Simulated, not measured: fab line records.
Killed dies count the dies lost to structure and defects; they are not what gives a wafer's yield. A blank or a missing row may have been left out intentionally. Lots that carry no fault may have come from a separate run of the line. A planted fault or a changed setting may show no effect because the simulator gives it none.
fab line records | flow sky130
[record] lots = 6 wafers = 18 lastDay = 50
route steps=708 shown LI_CONTACT@369 PAD_OPEN@708
lots with no fault: from the same line, run without faults
startH: hours from the record's first day to the start of the lot's first wafer shown | waitH: time in hours since the lot's previous step | " repeats the value in the row above | L1.1+2: a single row standing in for several wafers | - no value, or no start was given | * or withheld: withheld | < > ~ a bound
route shown NAME@n: names a module that has steps shown in the file, with the first one's number in the route | usual: mean and standard deviation over wafers with no fault | same: alike in all rows | chamber/n: place in a boat | sites: each site's reading | _std_site: how widely they spread, as a standard deviation | _edge_site: mean of outer sites minus mean of inner sites | radiusMm: how far each site lies from the wafer's centre | mask NAME#n: copy n | behind: the tool/chamber that last shaped the wafer | hold: cause of the lot's hold/its duration in hours/its outcome | device: transistor that didn't switch, given as n, p or np | end of line: the tests these same wafers got at the end of their route | a step without rows: its recipe alone | killed: dies lost to structure and defects at the first sort, not the wafer's yield | map: a wafer's dies, marking killed ones x, the rest . and places with no die _
set.NAME: the setting as run; set.NAME@STEP: as run at that earlier step | model.NAME: the simulator's own value behind a step, which no gauge read
a table for each step, a row for each wafer; lots at some steps of the route
services: when a tool's chamber went out of use (startH, in hours from the record's first day, below 0 if earlier), for how many hours, and the reason
[[steps]]
[step SKY_LI_CONTACT_COAT_07]
[recipe] resist = KrF-thick spinRpm = 3000 resistThkNm = 450
[step SKY_LI_CONTACT_SOFTBAKE_08]
[recipe] tempC = 100 timeS = 90 resist = KrF-thick
[step SKY_LI_CONTACT_EXPOSE_09]
[recipe] maskId = LICM1 na = 0.8 sourceShape = annular sigmaInner = 0.55 sigmaOuter = 0.85 targetCdNm = 170 doseMj = 38
[step SKY_LI_CONTACT_PEB_10]
[recipe] pebTempC = withheld pebTimeS = withheld resist = KrF-thick
[step SKY_LI_CONTACT_DEVELOP_11]
[recipe] developTimeS = 60 resist = KrF-thick devTempC = 21
[step SKY_LI_CONTACT_CD_MEAS_12]
[recipe] targetCdNm = 170
[usual] cdNm = 169.8/1.6
// columns lot.wafer tool chamber startH waitH cdNm
L182.3 cdSem-01 - 717.83 - 170.1
L182.4 " - " " 170.5
L182.5 " - " " 170.0
L183.1 cdSem-01 - 719.15 - 170.1
L183.2 " - " " 168.7
L183.3 " - " " 171.3
L187.1 cdSem-02 - 751.24 - 168.3
L187.2 " - " " 170.5
L187.6 " - " " 169.0
L188.2 cdSem-02 - 754.97 - 171.1
L188.3 " - " " 170.4
L188.4 " - " " 170.8
L190.2 cdSem-01 - 771.42 - 168.0
L190.4 " - " " 167.7
L190.5 " - " " 168.5
L201.1 cdSem-02 - 861.61 - 172.4
L201.3 " - " " 169.5
L201.6 " - " " 170.9
[step SKY_LI_CONTACT_OVL_MEAS_13]
[usual] LI_CONTACT_OVL = 2/5.1
// columns lot.wafer tool chamber startH waitH LI_CONTACT_OVL[nm]
L182.3 overlay-02 - 717.92 0.1 -6
L182.4 " - " " -3
L182.5 " - " " -4
L183.1 overlay-02 - 719.27 0.1 2
L183.2 " - " " 8
L183.3 " - " " 3
L187.1 overlay-02 - 751.36 0.1 -8
L187.2 " - " " -10
L187.6 " - " " -7
L188.2 overlay-02 - 755.08 0.1 2
L188.3 " - " " 4
L188.4 " - " " 2
L190.2 overlay-01 - 771.53 0.1 5
L190.4 " - " " 3
L190.5 " - " " 3
L201.1 overlay-01 - 861.73 0.1 3
L201.3 " - " " 5
L201.6 " - " " 3
[step SKY_LI_CONTACT_ETCH_14]
[recipe] chemistry = N2/H2 target = BARC ionEnergyEv = 200 sourceW = 500 biasW = 100 pressureMtorr = 30 n2FlowSccm = 100 h2FlowSccm = 200 stopOn = SiO2 timeS = 45.9 targetDepthA = 600
[usual] drypumpMotorCurrentA = 5.9/0.45 oesProductAu = 0.854/0.0047 throttleValvePct = 13.224/0.0088
// columns lot.wafer tool chamber startH waitH drypumpMotorCurrentA oesProductAu rfHoursCounterH throttleValvePct
L182.3 rieDiel-03 0 717.95 0.0 6.0 0.852 8 13.226
L182.4 " 1 " " 5.9 0.856 36 13.232
L182.5 " 3 " " 5.7 0.857 - 13.222
L183.1 rieDiel-03 0 719.31 0.0 6.0 0.854 8 13.214
L183.2 " 2 " " 6.6 0.850 11 13.222
L183.3 " 1 " " 5.9 0.856 36 13.238
L187.1 rieDiel-04 3 751.40 0.0 5.3 0.859 14 13.227
L187.2 " 0 " " 5.6 0.855 8 13.234
L187.6 " 0 " " 5.6 0.846 - 13.218
L188.2 rieDiel-01 3 755.11 0.0 5.4 0.853 18 13.228
L188.3 " 0 " " 6.0 0.854 35 13.219
L188.4 " 1 " " 6.8 0.851 2 13.237
L190.2 rieDiel-01 0 771.56 0.0 5.9 0.853 35 13.228
L190.4 " 1 " " 6.7 0.847 2 13.217
L190.5 " 2 " " 6.5 0.852 - 13.240
L201.1 rieDiel-04 3 861.76 0.0 5.3 0.850 18 13.235
L201.3 " 0 " " 5.6 0.855 12 13.216
L201.6 " 3 " " 5.3 0.852 - 13.242
[step SKY_LI_CONTACT_ETCH_15]
[recipe] target = PSG chemistry = C4F8/O2/Ar stopOn = Si taperDeg = 4.15 maskMaterial = KrF-thick sourceW = 1500 biasW = 1200 pressureMtorr = 40 c4f8FlowSccm = withheld O2_flow_sccm = 6 Ar_flow_sccm = 300 timeS = withheld targetDepthA = 6000
[usual] oesProductAu = 0.837/0.0048
// columns lot.wafer tool chamber startH waitH oesProductAu
L182.3 rieDiel-03 0 717.99 0.0 0.837
L182.4 " 1 " " 0.832
L182.5 " 3 " " 0.838
L183.1 rieDiel-03 0 719.35 0.0 0.827
L183.2 " 2 " " 0.840
L183.3 " 1 " " 0.836
L187.1 rieDiel-04 3 751.44 0.0 0.841
L187.2 " 0 " " 0.838
L187.6 " 0 " " 0.835
L188.2 rieDiel-01 3 755.15 0.0 0.840
L188.3 " 0 " " 0.840
L188.4 " 1 " " 0.835
L190.2 rieDiel-01 0 771.60 0.0 0.850
L190.4 " 1 " " 0.837
L190.5 " 2 " " 0.840
L201.1 rieDiel-04 3 861.80 0.0 0.843
L201.3 " 0 " " 0.833
L201.6 " 3 " " 0.836
[step SKY_LI_CONTACT_STRIP_16]
[recipe] chemistry = O2/N2 powerW = 1400 pressureMtorr = 1500 platenTempC = withheld o2FlowSccm = 3000 n2FlowSccm = 300 overashFraction = 0.5
[usual] drypumpMotorCurrentA = 5.7/0.31 oesProductAu = 0.376/0.0051 stripTimeToEndpointS = 3.49/0.033
// columns lot.wafer tool chamber startH waitH drypumpMotorCurrentA oesProductAu rfHoursCounterH stripTimeToEndpointS
L182.3 plasmaAsher-04 0 718.11 - 5.6 0.376 - 3.53
L182.4 " 1 " " 5.9 0.372 - 3.50
L182.5 " 1 " " 5.9 0.376 - 3.48
L183.1 plasmaAsher-02 1 719.43 - 5.4 0.381 27 3.46
L183.2 " 0 " " 5.5 0.371 27 3.48
L183.3 " 0 " " 5.5 0.370 - 3.47
L187.1 plasmaAsher-04 1 751.53 - 5.9 0.370 95 3.43
L187.2 " 0 " " 5.6 0.375 95 3.54
L187.6 " 0 " " 5.6 0.376 - 3.48
L188.2 plasmaAsher-02 0 755.23 - 5.5 0.374 31 3.44
L188.3 " 1 " " 5.4 0.372 - 3.44
L188.4 " 0 " " 5.5 0.374 - 3.44
L190.2 plasmaAsher-04 1 771.69 - 5.9 0.373 97 3.50
L190.4 " 1 " " 5.9 0.383 - 3.51
L190.5 " 1 " " 5.9 0.376 - 3.54
L201.1 plasmaAsher-04 0 861.89 - 5.6 0.376 106 3.52
L201.3 " 0 " " 5.6 0.388 - 3.50
L201.6 " 1 " " 5.9 0.369 - 3.52
[step SKY_LI_CONTACT_CLEAN_17]
[recipe] chemistry = NMP timeS = 600 tempC = 60 dry = n2Spin
[step SKY_LI_CONTACT_PRE_CLEAN_18]
[recipe] gas = Ar timeS = 5.6 biasV = 358
[step SKY_LI_CONTACT_SPUTTER_19]
[recipe] material = Ti targetThkNm = 20 chamberPressurePa = 5 powerW = 2500 substrateTempC = 200 timeS = 106.37
[usual] cathodeDcPowerW = 2500.0/0.45 chamberPressurePa = 5.000/0.01 throttleValvePct = 29.8/1.2
// columns lot.wafer tool chamber startH waitH cathodeDcPowerW chamberPressurePa throttleValvePct
L182.3 pvdSputter-03 - 718.37 0.0 2500.2 5.015 29.3
L182.4 " - " " 2499.6 5.006 31.0
L182.5 " - " " 2499.7 5.011 28.9
L183.1 pvdSputter-03 - 719.73 0.0 2499.6 4.986 29.4
L183.2 " - " " 2500.1 4.995 31.0
L183.3 " - " " 2499.6 5.005 28.5
L187.1 pvdSputter-03 - 751.82 0.0 - - -
L187.2 " - " " - - -
L187.6 " - " " - - -
L188.2 pvdSputter-03 - 755.54 0.0 - - -
L188.3 " - " " - - -
L188.4 " - " " - - -
L190.2 pvdSputter-01 - 771.98 0.0 2500.2 5.018 27.8
L190.4 " - " " 2500.2 5.008 31.3
L190.5 " - " " 2499.9 4.991 30.3
L201.1 pvdSputter-03 - 862.18 0.0 2500.4 4.993 29.6
L201.3 " - " " 2500.1 5.019 28.5
L201.6 " - " " 2500.6 4.988 28.6
[step SKY_LI_CONTACT_SPUTTER_20]
[recipe] material = TiN targetThkNm = 20 chamberPressurePa = 5 powerW = 4000 timeS = 80
[usual] cathodeDcPowerW = 4000.0/0.75 chamberPressurePa = 5.000/0.0097 throttleValvePct = 29.7/1.2
// columns lot.wafer tool chamber startH waitH cathodeDcPowerW chamberPressurePa throttleValvePct
L182.3 pvdSputter-03 - 718.45 0.0 3999.9 5.000 29.6
L182.4 " - " " 4000.1 4.989 31.2
L182.5 " - " " 4000.9 4.994 28.7
L183.1 pvdSputter-03 - 719.80 0.0 4000.1 5.008 29.5
L183.2 " - " " 3999.9 4.996 31.3
L183.3 " - " " 4000.6 5.002 28.6
L187.1 pvdSputter-03 - 751.90 0.0 4000.2 4.997 28.5
L187.2 " - " " 4000.0 5.002 29.6
L187.6 " - " " 4000.3 5.003 29.5
L188.2 pvdSputter-03 - 755.62 0.0 4001.2 5.003 29.4
L188.3 " - " " 3999.8 4.981 31.1
L188.4 " - " " 3999.4 4.986 28.6
L190.2 pvdSputter-01 - 772.06 0.0 3999.9 5.006 27.8
L190.4 " - " " 3999.8 4.991 31.1
L190.5 " - " " 3999.9 4.992 30.4
L201.1 pvdSputter-03 - 862.26 0.0 3999.8 4.997 29.5
L201.3 " - " " 3999.6 5.002 28.5
L201.6 " - " " 4000.4 5.014 28.5
[step SKY_PAD_OPEN_PROBE_99]
[usual] killed_at_M0_to_M3 = 44/7.1 killed_at_M4_up = 3.0/1.9 killedAtContacts = 25/5.6 killedAtFrontEnd = 14/4.1 killedAtOther = 0.2/0.44 killedDies = 86/9.1 killedOnRim = 17/3.7 killedOpen = 47/7.4 killedShort = 39/5.7
[same] grossDies = 492 killedAtBackSide = 0
// columns lot.wafer tool chamber startH waitH killed_at_M0_to_M3 killed_at_M4_up killedAtContacts killedAtFrontEnd killedAtOther killedDies killedOnRim killedOpen killedShort
L182.3 prober-02 - 1102.09 0.2 41 3 19 14 0 77 17 37 40
L182.4 prober-02 - 1102.14 0.2 40 1 19 11 0 71 9 45 26
L182.5 prober-02 - 1102.19 0.2 40 1 30 11 0 82 15 43 39
L183.1 prober-02 - 1103.59 0.1 46 2 22 9 1 80 19 43 37
L183.2 prober-02 - 1103.64 0.1 35 7 20 12 0 74 14 38 36
L183.3 prober-02 - 1103.69 0.2 40 5 26 14 0 85 18 49 36
L187.1 prober-01 - 1127.11 0.1 29 4 449 10 0 492 96 50 25
L187.2 prober-01 - 1127.16 0.1 39 7 423 22 1 492 96 50 39
L187.6 prober-01 - 1127.36 0.2 45 3 432 12 0 492 96 46 43
L188.2 prober-02 - 1129.03 0.1 29 3 447 13 0 492 96 35 32
L188.3 prober-02 - 1129.08 0.2 46 5 430 11 0 492 96 55 34
L188.4 prober-02 - 1129.13 0.2 44 3 431 14 0 492 96 52 28
// killed by level:class
L182.3 VIA1:geometricParticle:open=8 LOCAL_INTERCONNECT:geometricParticle:short=6 CONTACT:geometricParticle:open=6 VIA1:geometricParticle:short=6 VIA2:geometricParticle:short=6 POLY_GATE:geometricParticle:open=5 CONTACT:geometricParticle:short=5 METAL2:geometricParticle:short=5
L182.4 VIA1:geometricParticle:open=11 CONTACT:geometricParticle:open=11 METAL1:geometricParticle:short=6 VIA3:geometricParticle:open=6 FIELD_ISO:geometricParticle:open=3 POLY_GATE:geometricParticle:short=3 LOCAL_INTERCONNECT:geometricParticle:short=3 VIA2:geometricParticle:open=3
L182.5 CONTACT:geometricParticle:open=11 VIA3:geometricParticle:short=6 LI_CONTACT:geometricParticle:open=6 VIA3:geometricParticle:open=6 VIA1:geometricParticle:open=6 POLY_GATE:geometricParticle:short=5 LI_CONTACT:geometricParticle:short=4 LOCAL_INTERCONNECT:geometricParticle:short=4
L183.1 VIA1:geometricParticle:open=9 VIA2:geometricParticle:open=8 LI_CONTACT:geometricParticle:open=7 CONTACT:geometricParticle:open=5 METAL2:geometricParticle:short=5 LOCAL_INTERCONNECT:geometricParticle:short=4 METAL3:geometricParticle:short=4 METAL1:geometricParticle:short=4
L183.2 CONTACT:geometricParticle:open=9 VIA1:geometricParticle:open=8 METAL1:geometricParticle:short=7 METAL4:geometricParticle:short=6 VIA2:geometricParticle:open=5 VIA3:geometricParticle:open=5 POLY_GATE:geometricParticle:open=4 LI_CONTACT:geometricParticle:open=4
L183.3 VIA1:geometricParticle:open=13 LI_CONTACT:geometricParticle:open=9 CONTACT:geometricParticle:open=8 VIA3:geometricParticle:short=6 VIA3:geometricParticle:open=5 FIELD_ISO:geometricParticle:short=4 POLY_GATE:geometricParticle:open=4 LI_CONTACT:geometricParticle:short=4
L187.1 LI_CONTACT:areaSputter=417 CONTACT:geometricParticle:open=14 VIA1:geometricParticle:open=10 LI_CONTACT:geometricParticle:open=9 LOCAL_INTERCONNECT:geometricParticle:short=4 VIA2:geometricParticle:open=4 FIELD_ISO:geometricParticle:short=3 FIELD_ISO:geometricParticle:open=3
L187.2 LI_CONTACT:areaSputter=403 VIA1:geometricParticle:open=10 CONTACT:geometricParticle:open=9 VIA3:geometricParticle:open=9 FIELD_ISO:geometricParticle:open=6 CONTACT:geometricParticle:short=6 FIELD_ISO:geometricParticle:short=5 METAL4:geometricParticle:short=5
L187.6 LI_CONTACT:areaSputter=403 CONTACT:geometricParticle:open=8 METAL1:geometricParticle:short=8 VIA3:geometricParticle:open=8 VIA1:geometricParticle:open=8 LOCAL_INTERCONNECT:geometricParticle:short=7 VIA2:geometricParticle:open=7 CONTACT:geometricParticle:short=6
L188.2 LI_CONTACT:areaSputter=425 VIA1:geometricParticle:open=8 CONTACT:geometricParticle:open=6 FIELD_ISO:geometricParticle:short=5 LI_CONTACT:geometricParticle:open=5 VIA2:geometricParticle:open=5 VIA3:geometricParticle:open=5 LOCAL_INTERCONNECT:geometricParticle:short=4
L188.3 LI_CONTACT:areaSputter=403 VIA1:geometricParticle:open=13 LI_CONTACT:geometricParticle:open=10 CONTACT:geometricParticle:open=9 VIA2:geometricParticle:open=8 VIA3:geometricParticle:open=7 METAL1:geometricParticle:short=6 POLY_GATE:geometricParticle:open=4
L188.4 LI_CONTACT:areaSputter=412 VIA1:geometricParticle:open=10 VIA3:geometricParticle:open=9 LI_CONTACT:geometricParticle:open=8 CONTACT:geometricParticle:open=6 METAL2:geometricParticle:short=5 VIA2:geometricParticle:open=5 FIELD_ISO:geometricParticle:open=4
// map L187.1 (x killed, . not)
__________xxxxxxxxxx_________
________xxxxxxxxxxxxxx_______
______xxxxxxxxxxxxxxxxxx_____
_____xxxxxxxxxxxxxxxxxxxx____
____xxxxxxxxxxxxxxxxxxxxxx___
___xxxxxxxxxxxxxxxxxxxxxxxx__
__xxxxxxxxxxxxxxxxxxxxxxxxxx_
_xxxxxxxxxxxxxxxxxxxxxxxxxxxx
_xxxxxxxxxxxxxxxxxxxxxxxxxxxx
_xxxxxxxxxxxxxxxxxxxxxxxxxxxx
_xxxxxxxxxxxxxxxxxxxxxxxxxxxx
_xxxxxxxxxxxxxxxxxxxxxxxxxxxx
_xxxxxxxxxxxxxxxxxxxxxxxxxxxx
_xxxxxxxxxxxxxxxxxxxxxxxxxxxx
_xxxxxxxxxxxxxxxxxxxxxxxxxxxx
__xxxxxxxxxxxxxxxxxxxxxxxxxx_
___xxxxxxxxxxxxxxxxxxxxxxxx__
____xxxxxxxxxxxxxxxxxxxxxx___
_____xxxxxxxxxxxxxxxxxxxx____
______xxxxxxxxxxxxxxxxxx_____
________xxxxxxxxxxxxxx_______
__________xxxxxxxxxx_________
// map L188.2 (x killed, . not)
__________xxxxxxxxxx_________
________xxxxxxxxxxxxxx_______
______xxxxxxxxxxxxxxxxxx_____
_____xxxxxxxxxxxxxxxxxxxx____
____xxxxxxxxxxxxxxxxxxxxxx___
___xxxxxxxxxxxxxxxxxxxxxxxx__
__xxxxxxxxxxxxxxxxxxxxxxxxxx_
_xxxxxxxxxxxxxxxxxxxxxxxxxxxx
_xxxxxxxxxxxxxxxxxxxxxxxxxxxx
_xxxxxxxxxxxxxxxxxxxxxxxxxxxx
_xxxxxxxxxxxxxxxxxxxxxxxxxxxx
_xxxxxxxxxxxxxxxxxxxxxxxxxxxx
_xxxxxxxxxxxxxxxxxxxxxxxxxxxx
_xxxxxxxxxxxxxxxxxxxxxxxxxxxx
_xxxxxxxxxxxxxxxxxxxxxxxxxxxx
__xxxxxxxxxxxxxxxxxxxxxxxxxx_
___xxxxxxxxxxxxxxxxxxxxxxxx__
____xxxxxxxxxxxxxxxxxxxxxx___
_____xxxxxxxxxxxxxxxxxxxx____
______xxxxxxxxxxxxxxxxxx_____
________xxxxxxxxxxxxxx_______
__________xxxxxxxxxx_________
[[services]]
// columns tool chamber startH hours kind
rieDiel-01 3 695.37 4.6 repair
plasmaAsher-04 - 708.24 2.8 pm
plasmaAsher-02 - 710.38 5.9 repair
rieDiel-04 0 710.63 5.5 repair
pvdSputter-01 - 782.32 7.8 repair
rieDiel-01 0 783.74 - clean
rieDiel-01 0 783.74 13.7 scheduledDown
rieDiel-01 0 783.74 13.7 ventCycle
rieDiel-03 1 790.60 - clean
rieDiel-03 1 790.60 16.2 scheduledDown
rieDiel-03 1 790.60 16.2 ventCycle
rieDiel-04 3 794.43 4.7 repair
rieDiel-03 3 806.77 - clean
rieDiel-03 3 806.77 19.0 scheduledDown
rieDiel-03 3 806.77 19.0 ventCycle
rieDiel-01 3 814.97 6.0 repair
pvdSputter-01 3 832.76 - consumableReplace:kit
pvdSputter-01 3 832.76 18.0 scheduledDown
pvdSputter-01 3 832.76 18.0 ventCycle
rieDiel-01 2 837.97 30.5 repair
rieDiel-03 2 844.74 7.2 repair
pvdSputter-03 - 846.57 15.1 repair
pvdSputter-03 - 854.84 0.6 repair
[[key]]
[firstSign] step = SKY_LI_CONTACT_SPUTTER_19 reading = toolRecord direction = missing
[effect] step = SKY_PAD_OPEN_PROBE_99 reading = killedAtContacts direction = up sigmas = 73 usual = 25 struck = 435
[moreKillsBornAt] SKY_LI_CONTACT_SPUTTER_19@pvdSputter-03 = 2463
metAt SKY_LI_CONTACT_SPUTTER_19
struckWafers L187.1,L187.2,L187.6,L188.2,L188.3,L188.4
laterRowsLeftOut L187.1,L187.2,L187.6,L188.2,L188.3,L188.4
testerLeftOut L187,L188
onsetBetween 719.73 751.82
[fault] kind = skippedStepWhole tool = pvdSputter-03 chamber = - onsetH = 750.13 steps = SKY_LI_CONTACT_SPUTTER_19 scope = struckLotsOnly
// testerLeftOut: of these lots the tester's yield and bins aren't shown, on N5 and GAA mostly nor the transistor test; their killed dies are dies lost to structure and defects alone, not to doping, threshold or leakage, so they don't give the yield
// laterRowsLeftOut: the simulator's readings of these wafers behind a module that went badly wrong aren't trusted and aren't shown, but for the sort
